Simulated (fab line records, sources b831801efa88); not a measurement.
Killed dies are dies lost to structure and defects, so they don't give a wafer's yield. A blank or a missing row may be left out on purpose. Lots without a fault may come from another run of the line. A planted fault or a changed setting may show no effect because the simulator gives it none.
A struck lot beside a sound one | flow gf180mcu | 21 steps out of a route of 602
Sound: wafers L504.2, L504.3, L504.5. Struck: wafers L493.2, L493.4, L493.6. The cause comes at the end.
At each step with rows: each side's tool, then ch and its chambers, then its first start. Under that, the readings that differ: sound wafers | struck wafers | difference of the means | sigmas: that difference in standard deviations of wafers without a fault.
alike: readings whose means differ by less than 2 such deviations, and words and numbers that are the same on both sides. not compared: withheld readings, readings that some wafer has no value for, bounds like >300 that may hide the same value, and numbers for which the record gives no deviation and whose values overlap.
The two part at a step that has a row with sigmas, a row that says differs or no value, or rows on one side only. Numbers that don't overlap but have no deviation are shown without sigmas and don't part them. A reading that every wafer of one side lacks parts them only if that side has two wafers or more.

first, 3 steps without rows for these wafers: GF_LVPWELL_EXPOSE_04 (exposes mask LVPWELL, target cd 600 nm); GF_LVPWELL_PEB_05; GF_LVPWELL_DEVELOP_06 (develop time 60 s).
GF_LVPWELL_OVL_MEAS_07:
  sound on overlay-02, day 7 03:31; struck on overlay-02, day 4 07:17
  alike: LVPWELL_OVL
then, 2 steps without rows for these wafers: GF_LVPWELL_IMPLANT_08; GF_LVPWELL_IMPLANT_09.
GF_LVPWELL_STRIP_10: strips in O2/N2.
  sound on plasma_asher-04 ch 0,1, day 7 03:50; struck on plasma_asher-02 ch 1, day 4 07:37
  reading                     | sound       | struck      | difference | sigmas
  drypump_motor_current_A (A) | 4.8 5.5 4.8 | 6.0 6.0 6.0 | +1.0       | +2
  alike: heater_power_w, oes_product_au, strip_time_to_endpoint_s
  not compared: rf_hours_counter_h
GF_LVPWELL_TW_MEAS_11:
  sound on film_metro-03, day 7 03:57; struck on film_metro-02, day 4 07:44
  alike: LVPWELL_TW
then, 4 steps without rows for these wafers: GF_MVSD_DEHYDRATE_00 (time 60 s); GF_MVSD_HMDS_01 (prime time 60 s); GF_MVSD_COAT_02 (resist thk 3000 nm); GF_MVSD_SOFTBAKE_03.
GF_MVSD_EXPOSE_04: exposes mask MVSD, target cd 1000 nm.
  sound on iline_stepper-02 ch 0, day 7 11:29; struck on iline_stepper-02 ch 0, day 4 14:53
  reading | sound                | struck                  | difference | sigmas
  mask    | MVSD#0 MVSD#0 MVSD#0 | Nwell#0 Nwell#0 Nwell#0 | differs    |
  alike: exposure_dose_mJ_cm2
then, 2 steps without rows for these wafers: GF_MVSD_PEB_05; GF_MVSD_DEVELOP_06 (develop time 60 s).
GF_MVSD_OVL_MEAS_07:
  sound on overlay-02, day 7 19:22; struck on overlay-02, day 4 21:25
  reading       | sound        | struck | difference                    | sigmas
  MVSD_OVL (nm) | 1.0 -0.8 0.1 | - - -  | no value on the struck wafers |
then, 2 steps without rows for these wafers: GF_MVSD_IMPLANT_08; GF_MVSD_IMPLANT_09.
GF_MVSD_STRIP_10: strips in O2/N2.
  sound on plasma_asher-03 ch 0,1, day 7 19:41; struck on plasma_asher-01 ch 0,1, day 4 21:44
  alike: drypump_motor_current_A, heater_power_w, oes_product_au, strip_time_to_endpoint_s
  not compared: rf_hours_counter_h
GF_MVSD_TW_MEAS_11:
  sound on film_metro-02, day 7 19:48; struck on film_metro-04, day 4 21:51
  reading | sound          | struck   | difference | sigmas
  MVSD_TW | 1562 1562 1563 | 30 30 30 | -1532      | -99 or more
then, 1 step without rows for these wafers: GF_MVPSD_DEHYDRATE_00 (time 60 s).

WHERE THEY PART
First at GF_LVPWELL_STRIP_10; last, within this record, at GF_MVSD_TW_MEAS_11.

WHY: what the simulator had put in
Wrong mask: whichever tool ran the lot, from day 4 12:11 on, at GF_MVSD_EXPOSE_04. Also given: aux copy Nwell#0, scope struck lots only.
